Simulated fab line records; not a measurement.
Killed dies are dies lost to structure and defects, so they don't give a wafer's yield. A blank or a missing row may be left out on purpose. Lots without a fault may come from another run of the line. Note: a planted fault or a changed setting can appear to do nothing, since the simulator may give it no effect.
fab line records | flow sky130
record lots=6 | wafers=18 | last_day=50
route steps=708 shown POLY_GATE@218
lots with no fault: from the same line, run without faults
start_h: start of the lot's first displayed wafer, in hours after the record's first day | wait_h: hours since the lot's step before | " same as the row above | L1.1+2: a row that stands for several wafers | - either no value or no given start | * or withheld: withheld | < > ~ a bound
route shown NAME@n: NAME is a module with steps in the file, n the number in the route of the first one | usual: the fault-free wafers' mean and standard deviation | same: alike in all rows | chamber/n: place in a boat | sites: readings site by site | _std_site: their standard deviation | _edge_site: mean of outer sites minus mean of inner sites | radius_mm: how far each site lies from the wafer's centre | mask NAME#n: copy n | behind: the most recent tool/chamber to have shaped the wafer | hold: why the lot went on hold/how many hours it stayed there/how the hold came to an end | device: which transistor (n, p or np) failed to switch | end of line: tests of these same wafers at the route's end | a step with no rows: only its recipe | killed: count of dies lost to structure and defects at first sort (not the wafer's yield) | map: dies across one wafer; x = killed, . = not, _ = none there
set.NAME: setting as actually run; set.NAME@STEP: the setting as run at that earlier step | model.NAME: the simulator's own value behind a step, which no gauge read
lots seen at some steps along the route; tables by step, rows by wafer
services: when a tool's chamber went out of use (start_h, in hours from the record's first day, below 0 if earlier), for how many hours, and the reason
## steps
# step SKY_POLY_GATE_THK_MEAS_04
# recipe reads=Si3N4_of_POLY_GATE_CVD_03
# usual POLY_GATE_CVD_03_THK=74.5/0.59
lot.wafer | tool          | chamber | start_h | wait_h | POLY_GATE_CVD_03_THK[nm]
L361.4    | film_metro-01 | -       | 361.38  | 0.0    | 75.2
L361.5    | "             | -       | "       | "      | 75.7
L361.6    | "             | -       | "       | "      | 74.9
L368.1    | film_metro-03 | -       | 425.14  | 0.0    | 74.7
L368.2    | "             | -       | "       | "      | 74.5
L368.5    | "             | -       | "       | "      | 74.9
L371.1    | film_metro-01 | -       | 443.26  | 0.0    | 75.1
L371.2    | "             | -       | "       | "      | 74.8
L371.3    | "             | -       | "       | "      | 74.8
L372.1    | film_metro-01 | -       | 452.01  | 0.0    | 73.1
L372.2    | "             | -       | "       | "      | 73.6
L372.4    | "             | -       | "       | "      | 72.9
L376.2    | film_metro-01 | -       | 488.09  | 0.0    | 73.8
L376.3    | "             | -       | "       | "      | 73.9
L376.4    | "             | -       | "       | "      | 74.2
L381.1    | film_metro-02 | -       | 536.36  | 0.0    | 74.0
L381.4    | "             | -       | "       | "      | 74.2
L381.6    | "             | -       | "       | "      | 74.1
# step SKY_POLY_GATE_DEHYDRATE_05
# recipe temp_c=200 | time_s=60
# step SKY_POLY_GATE_HMDS_06
# recipe prime_time_s=60 | prime_temp_c=120
# step SKY_POLY_GATE_COAT_07
# recipe resist=BARC | temp_c=withheld | time_s=withheld | spin_rpm=3000 | resist_thk_nm=110
# step SKY_POLY_GATE_COAT_08
# recipe resist=KrF-thick | spin_rpm=3000 | resist_thk_nm=450
# step SKY_POLY_GATE_SOFTBAKE_09
# recipe temp_c=100 | time_s=90 | resist=KrF-thick
# step SKY_POLY_GATE_EXPOSE_10
# recipe mask_id=P1M | na=0.68 | source_shape=conventional | sigma_outer=0.6 | target_cd_nm=150 | dose_mj=28
# step SKY_POLY_GATE_PEB_11
# recipe peb_temp_c=withheld | peb_time_s=withheld | resist=KrF-thick
# step SKY_POLY_GATE_DEVELOP_12
# recipe develop_time_s=60 | resist=KrF-thick | dev_temp_c=21
# step SKY_POLY_GATE_CD_MEAS_13
# recipe target_cd_nm=150
# usual cd_nm=149.5/1.7
lot.wafer | tool      | chamber | start_h | wait_h | cd_nm
L361.4    | cd_sem-01 | -       | 390.09  | -      | 147.9
L361.5    | "         | -       | "       | "      | 148.2
L361.6    | "         | -       | "       | "      | 148.7
L368.1    | cd_sem-02 | -       | 455.97  | -      | 151.6
L368.2    | "         | -       | "       | "      | 151.3
L368.5    | "         | -       | "       | "      | 150.3
L371.1    | cd_sem-01 | -       | 474.82  | -      | 149.6
L371.2    | "         | -       | "       | "      | 150.0
L371.3    | "         | -       | "       | "      | 148.8
L372.1    | cd_sem-02 | -       | 482.07  | -      | 151.6
L372.2    | "         | -       | "       | "      | 152.0
L372.4    | "         | -       | "       | "      | 151.8
L376.2    | cd_sem-02 | -       | 518.52  | -      | 147.0
L376.3    | "         | -       | "       | "      | 147.1
L376.4    | "         | -       | "       | "      | 146.1
L381.1    | cd_sem-01 | -       | 565.93  | -      | 146.6
L381.4    | "         | -       | "       | "      | 146.9
L381.6    | "         | -       | "       | "      | 147.1
# step SKY_POLY_GATE_OVL_MEAS_14
# usual POLY_GATE_OVL=1/4.2
lot.wafer | tool       | chamber | start_h | wait_h | POLY_GATE_OVL[nm]
L361.4    | overlay-02 | -       | 390.16  | 0.1    | 3
L361.5    | "          | -       | "       | "      | -5
L361.6    | "          | -       | "       | "      | 2
L368.1    | overlay-01 | -       | 456.09  | 0.1    | -3
L368.2    | "          | -       | "       | "      | 7
L368.5    | "          | -       | "       | "      | 0
L371.1    | overlay-02 | -       | 474.94  | 0.1    | 0
L371.2    | "          | -       | "       | "      | 0
L371.3    | "          | -       | "       | "      | -3
L372.1    | overlay-01 | -       | 482.19  | 0.1    | -4
L372.2    | "          | -       | "       | "      | 1
L372.4    | "          | -       | "       | "      | -2
L376.2    | overlay-01 | -       | 518.63  | 0.1    | 5
L376.3    | "          | -       | "       | "      | -5
L376.4    | "          | -       | "       | "      | 9
L381.1    | overlay-02 | -       | 566.05  | 0.1    | -3
L381.4    | "          | -       | "       | "      | 0
L381.6    | "          | -       | "       | "      | -3
# step SKY_POLY_GATE_ETCH_15
# recipe chemistry=N2/H2 | target=BARC | ion_energy_ev=200 | source_w=500 | bias_w=100 | pressure_mtorr=30 | n2_flow_sccm=100 | h2_flow_sccm=200 | stop_on=SiO2 | time_s=118.5 | target_depth_a=1100
# usual bias_w=99.96/0.28 | chamber_pressure_mTorr=30.000/0.027 | drypump_motor_current_A=5.6/0.41 | n2_flow_sccm=99.99/0.29 | oes_product_au=0.716/0.0041 | throttle_valve_pct=13.212/0.0089
lot.wafer | tool        | chamber | start_h | wait_h | bias_w | chamber_pressure_mTorr | drypump_motor_current_A | n2_flow_sccm | oes_product_au | rf_hours_counter_h | throttle_valve_pct
L361.4    | rie_diel-02 | 0       | 390.18  | 0.0    | 99.72  | 30.039                 | 5.2                     | 99.42        | 0.718          | 45                 | 13.204
L361.5    | "           | 2       | "       | "      | 100.15 | 29.912                 | 6.0                     | 99.48        | 0.714          | -                  | 13.219
L361.6    | "           | 1       | "       | "      | 100.07 | 30.037                 | 5.5                     | 100.59       | 0.712          | -                  | 13.217
L368.1    | rie_diel-03 | 2       | 456.13  | 0.0    | 99.92  | 29.970                 | 5.4                     | 99.82        | 0.713          | 2                  | 13.219
L368.2    | "           | 3       | "       | "      | 99.92  | 29.971                 | 6.5                     | 100.30       | 0.717          | 7                  | 13.198
L368.5    | "           | 0       | "       | "      | 99.72  | 30.007                 | 5.7                     | 100.34       | 0.717          | -                  | 13.205
L371.1    | rie_diel-02 | 0       | 474.98  | 0.0    | 99.39  | 30.018                 | 5.3                     | 99.97        | 0.716          | 47                 | 13.202
L371.2    | "           | 2       | "       | "      | 99.54  | 30.001                 | 6.0                     | 99.85        | 0.714          | 19                 | 13.203
L371.3    | "           | 3       | "       | "      | 99.99  | 29.975                 | 5.2                     | 100.04       | 0.721          | 9                  | 13.201
L372.1    | rie_diel-03 | 1       | 482.23  | 0.0    | 99.59  | 30.033                 | 5.0                     | 100.18       | 0.726          | 8                  | 13.217
L372.2    | "           | 0       | "       | "      | 100.30 | 30.025                 | 5.7                     | 100.16       | 0.714          | 17                 | 13.214
L372.4    | "           | 3       | "       | "      | 99.49  | 30.034                 | 6.5                     | 100.27       | 0.714          | 8                  | 13.218
L376.2    | rie_diel-02 | 1       | 518.66  | 0.0    | 99.97  | 30.000                 | 5.5                     | 99.57        | 0.715          | 77                 | 13.219
L376.3    | "           | 0       | "       | "      | 99.85  | 30.003                 | 5.3                     | 100.03       | 0.713          | 47                 | 13.217
L376.4    | "           | 1       | "       | "      | 99.84  | 29.965                 | 5.5                     | 99.61        | 0.714          | -                  | 13.231
L381.1    | rie_diel-02 | 3       | 566.09  | 0.0    | 99.20  | 30.008                 | 5.2                     | 100.26       | 0.715          | 10                 | 13.195
L381.4    | "           | 0       | "       | "      | 99.88  | 30.012                 | 5.2                     | 100.15       | 0.710          | 48                 | 13.225
L381.6    | "           | 0       | "       | "      | 99.77  | 29.971                 | 5.2                     | 100.13       | 0.710          | -                  | 13.218
# step SKY_POLY_GATE_ETCH_16
# recipe stop_on=poly-Si | chemistry=CH3F/O2 | target=Si3N4 | source_w=400 | bias_w=80 | pressure_mtorr=25 | ch3f_flow_sccm=40 | O2_flow_sccm=30 | time_s=147.5 | target_depth_a=750
# usual O2_flow_sccm=30.00/0.086 | bias_w=80.02/0.2 | drypump_motor_current_A=5.6/0.41 | oes_product_au=0.639/0.0049 | throttle_valve_pct=10.535/0.0094
lot.wafer | tool        | chamber | start_h | wait_h | O2_flow_sccm | bias_w | drypump_motor_current_A | oes_product_au | rf_hours_counter_h | throttle_valve_pct | model.KrF-thick_of_POLY_GATE_COAT_08.thk_nm
L361.4    | rie_diel-02 | 0       | 390.26  | 0.0    | 29.97        | 80.25  | 5.3                     | 0.643          | 45                 | 10.539             | 229.3
L361.5    | "           | 2       | "       | "      | 30.04        | 80.13  | 6.1                     | 0.648          | -                  | 10.524             | 233
L361.6    | "           | 1       | "       | "      | 29.93        | 79.99  | 5.5                     | 0.645          | -                  | 10.528             | 230.9
L368.1    | rie_diel-03 | 2       | 456.21  | 0.0    | 30.12        | 80.20  | 5.4                     | 0.642          | 2                  | 10.526             | 234.7
L368.2    | "           | 3       | "       | "      | 29.81        | 80.11  | 6.5                     | 0.631          | 7                  | 10.522             | 233.1
L368.5    | "           | 0       | "       | "      | 30.00        | 79.90  | 5.7                     | 0.637          | -                  | 10.530             | 231.8
L371.1    | rie_diel-02 | 0       | 475.06  | 0.0    | -            | -      | -                       | -              | -                  | -                  | 343.1
L371.2    | "           | 2       | "       | "      | -            | -      | -                       | -              | -                  | -                  | 342.9
L371.3    | "           | 3       | "       | "      | -            | -      | -                       | -              | -                  | -                  | 343.4
L372.1    | rie_diel-03 | 1       | 482.31  | 0.0    | -            | -      | -                       | -              | -                  | -                  | 345.5
L372.2    | "           | 0       | "       | "      | -            | -      | -                       | -              | -                  | -                  | 346.4
L372.4    | "           | 3       | "       | "      | -            | -      | -                       | -              | -                  | -                  | 347
L376.2    | rie_diel-02 | 1       | 518.74  | 0.0    | 30.11        | 80.04  | 5.5                     | 0.626          | 77                 | 10.538             | 232.1
L376.3    | "           | 0       | "       | "      | 30.26        | 80.12  | 5.3                     | 0.637          | 47                 | 10.526             | 232.3
L376.4    | "           | 1       | "       | "      | 30.15        | 80.10  | 5.5                     | 0.633          | -                  | 10.540             | 232.5
L381.1    | rie_diel-02 | 3       | 566.17  | 0.0    | 29.98        | 80.13  | 5.2                     | 0.632          | 10                 | 10.559             | 234.6
L381.4    | "           | 0       | "       | "      | 30.05        | 80.09  | 5.2                     | 0.643          | 48                 | 10.556             | 231.3
L381.6    | "           | 0       | "       | "      | 29.99        | 79.91  | 5.2                     | 0.638          | -                  | 10.544             | 230.6
# step SKY_POLY_GATE_ETCH_17
# recipe target_depth_nm=180 | stop_on=SiO2 | over_etch_frac=0.56667 | chemistry=HBr/Cl2 | target=poly-Si | icp_w=400 | bias_w=100 | pressure_mtorr=10 | HBr_flow_sccm=150 | Cl2_flow_sccm=50 | time_s=70.5
# usual HBr_flow_sccm=150.0/0.47 | bias_w=100.0/0.32 | drypump_motor_current_A=6.0/0.58 | oes_product_au=0.983/0.0079 | throttle_valve_pct=33.685/0.01
lot.wafer | tool      | chamber | start_h | wait_h | HBr_flow_sccm | bias_w | drypump_motor_current_A | oes_product_au | rf_hours_counter_h | throttle_valve_pct | model.KrF-thick_of_POLY_GATE_COAT_08.thk_nm
L361.4    | rie_si-01 | 3       | 390.36  | 0.0    | 150.4         | 99.6   | 6.1                     | 0.986          | 3                  | 33.677             | 135.2
L361.5    | "         | 0       | "       | "      | 150.2         | 100.0  | 6.4                     | 0.981          | -                  | 33.698             | 140.1
L361.6    | "         | 3       | "       | "      | 150.9         | 100.0  | 6.1                     | 0.991          | -                  | 33.706             | 136.8
L368.1    | rie_si-02 | 3       | 456.31  | 0.0    | 150.4         | 100.0  | 5.1                     | 0.976          | 4                  | 33.689             | 141.2
L368.2    | "         | 2       | "       | "      | 149.8         | 100.0  | 6.1                     | 0.992          | 1                  | 33.708             | 138
L368.5    | "         | 1       | "       | "      | 149.6         | 100.1  | 5.7                     | 0.979          | -                  | 33.667             | 138.6
L371.1    | rie_si-02 | 0       | 475.16  | 0.0    | 150.4         | 99.7   | 6.7                     | 0.983          | 3                  | 33.692             | 249.7
L371.2    | "         | 1       | "       | "      | 149.3         | 100.0  | 5.7                     | 0.986          | 43                 | 33.692             | 250.5
L371.3    | "         | 3       | "       | "      | 150.1         | 100.0  | 5.1                     | 0.967          | 4                  | 33.686             | 252.3
L372.1    | rie_si-01 | 0       | 482.41  | 0.0    | 149.3         | 99.5   | 6.4                     | 0.992          | 1                  | 33.705             | 251.4
L372.2    | "         | 3       | "       | "      | 150.3         | 99.8   | 6.1                     | 0.990          | 4                  | 33.686             | 251.8
L372.4    | "         | 3       | "       | "      | 149.9         | 100.0  | 6.1                     | 0.992          | -                  | 33.681             | 253
L376.2    | rie_si-01 | 2       | 518.84  | 0.0    | 150.4         | 100.2  | 6.4                     | 0.985          | 1                  | 33.670             | 136.5
L376.3    | "         | 0       | "       | "      | 150.1         | 100.5  | 6.5                     | 0.979          | 2                  | 33.694             | 138.1
L376.4    | "         | 3       | "       | "      | 150.2         | 99.4   | 6.1                     | 0.991          | 4                  | 33.671             | 138.4
L381.1    | rie_si-02 | 2       | 566.27  | 0.0    | 149.7         | 100.1  | 6.1                     | 0.983          | 1                  | 33.693             | 141.5
L381.4    | "         | 2       | "       | "      | 150.2         | 100.1  | 6.1                     | 0.985          | -                  | 33.698             | 138
L381.6    | "         | 0       | "       | "      | 149.7         | 99.6   | 6.7                     | 0.983          | -                  | 33.692             | 137.9
# step SKY_POLY_GATE_STRIP_18
# recipe chemistry=O2/N2 | power_w=1400 | pressure_mtorr=1500 | platen_temp_c=withheld | o2_flow_sccm=3000 | n2_flow_sccm=300 | overash_fraction=0.5
# usual drypump_motor_current_A=6.0/0.52 | n2_flow_sccm=300.0/0.93 | oes_product_au=0.362/0.0046 | strip_time_to_endpoint_s=3.18/0.038
lot.wafer | tool            | chamber | start_h | wait_h | drypump_motor_current_A | n2_flow_sccm | oes_product_au | rf_hours_counter_h | strip_time_to_endpoint_s
L361.4    | plasma_asher-03 | 1       | 390.45  | 0.1    | 6.3                     | 300.5        | 0.371          | -                  | 3.12
L361.5    | "               | 0       | "       | "      | 5.2                     | 299.5        | 0.360          | -                  | 3.17
L361.6    | "               | 1       | "       | "      | 6.3                     | 299.1        | 0.365          | -                  | 3.14
L368.1    | plasma_asher-04 | 0       | 456.37  | 0.0    | 6.2                     | 300.7        | 0.356          | 77                 | 3.18
L368.2    | "               | 1       | "       | "      | 6.7                     | 300.0        | 0.362          | 77                 | 3.14
L368.5    | "               | 0       | "       | "      | 6.2                     | 300.7        | 0.361          | -                  | 3.15
L371.1    | plasma_asher-03 | 1       | 475.22  | 0.0    | 6.3                     | 299.8        | 0.404          | 67                 | 4.33
L371.2    | "               | 0       | "       | "      | 5.2                     | 298.8        | 0.409          | 67                 | 4.35
L371.3    | "               | 1       | "       | "      | 6.3                     | 298.5        | 0.408          | -                  | 4.37
L372.1    | plasma_asher-04 | 0       | 482.47  | 0.0    | 6.2                     | 299.8        | 0.410          | 80                 | 4.36
L372.2    | "               | 1       | "       | "      | 6.7                     | 299.3        | 0.412          | 80                 | 4.35
L372.4    | "               | 0       | "       | "      | 6.2                     | 299.4        | 0.415          | -                  | 4.36
L376.2    | plasma_asher-03 | 0       | 518.90  | 0.0    | 5.2                     | 298.6        | 0.362          | 70                 | 3.12
L376.3    | "               | 1       | "       | "      | 6.3                     | 300.1        | 0.364          | -                  | 3.15
L376.4    | "               | 0       | "       | "      | 5.2                     | 299.7        | 0.363          | -                  | 3.15
L381.1    | plasma_asher-04 | 1       | 566.32  | 0.0    | 6.6                     | 299.4        | 0.363          | 89                 | 3.17
L381.4    | "               | 0       | "       | "      | 6.2                     | 300.5        | 0.363          | -                  | 3.14
L381.6    | "               | 0       | "       | "      | 6.2                     | 299.7        | 0.359          | -                  | 3.14
# step SKY_POLY_GATE_CLEAN_19
# recipe chemistry=SC1/SC2 | mix=1:4:20 | temp_c=70 | time_s=150 | dry=n2_spin
## services
tool            | chamber | start_h | hours | kind
rie_si-02       | 3       | 367.68  | 11.2  | repair
rie_si-02       | 2       | 378.87  | -     | clean
rie_si-02       | 2       | 378.87  | 17.4  | scheduled_down
rie_si-02       | 2       | 378.87  | 17.4  | vent_cycle
plasma_asher-04 | -       | 384.16  | 4.2   | repair
rie_diel-03     | 2       | 430.03  | 2.6   | repair
plasma_asher-03 | -       | 475.92  | 3.0   | repair
rie_si-01       | 1       | 478.79  | -     | clean
rie_si-01       | 1       | 478.79  | 27.3  | scheduled_down
rie_si-01       | 1       | 478.79  | 27.3  | vent_cycle
plasma_asher-03 | -       | 492.63  | 7.9   | repair
rie_diel-02     | 0       | 501.77  | 2.9   | repair
rie_diel-02     | 2       | 517.24  | 14.0  | repair
rie_si-01       | 1       | 533.03  | 7.0   | repair
rie_si-02       | 1       | 551.81  | -     | clean
rie_si-02       | 1       | 551.81  | 18.7  | scheduled_down
rie_si-02       | 1       | 551.81  | 18.7  | vent_cycle
## key
first_sign step=SKY_POLY_GATE_ETCH_16 | reading=tool_record | direction=missing
effect step=SKY_POLY_GATE_STRIP_18 | reading=strip_time_to_endpoint_s | direction=up | sigmas=31 | usual=* | struck=*
model_effect step=SKY_POLY_GATE_ETCH_16 | value=KrF-thick_of_POLY_GATE_COAT_08.thk_nm | without=234.3 | struck=344.7
model_effect step=SKY_POLY_GATE_ETCH_17 | value=KrF-thick_of_POLY_GATE_COAT_08.thk_nm | without=141 | struck=251.4
met_at SKY_POLY_GATE_ETCH_16
struck_wafers L371.1,L371.2,L371.3,L372.1,L372.2,L372.4
later_rows_left_out L371.1,L371.2,L371.3,L372.1,L372.2,L372.4
sort_left_out L371.1,L371.2,L371.3,L372.1,L372.2,L372.4
tester_left_out L371,L372
onset_between 456.21 475.06
fault kind=skipped_step_whole | tool=rie_diel-02,rie_diel-03 | chamber=- | onset_h=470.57 | steps=SKY_POLY_GATE_ETCH_16 | scope=struck_lots_only
# tester_left_out: of these lots the tester's yield and bins aren't shown, on N5 and GAA mostly nor the transistor test; their killed dies are dies lost to structure and defects alone, not to doping, threshold or leakage, so they don't give the yield
# sort_left_out: the simulated sort isn't trusted on such a fault, so these wafers' sort isn't shown, and their yield isn't known
# later_rows_left_out: the simulator's readings of these wafers behind a module that went badly wrong aren't trusted and aren't shown, but for the sort
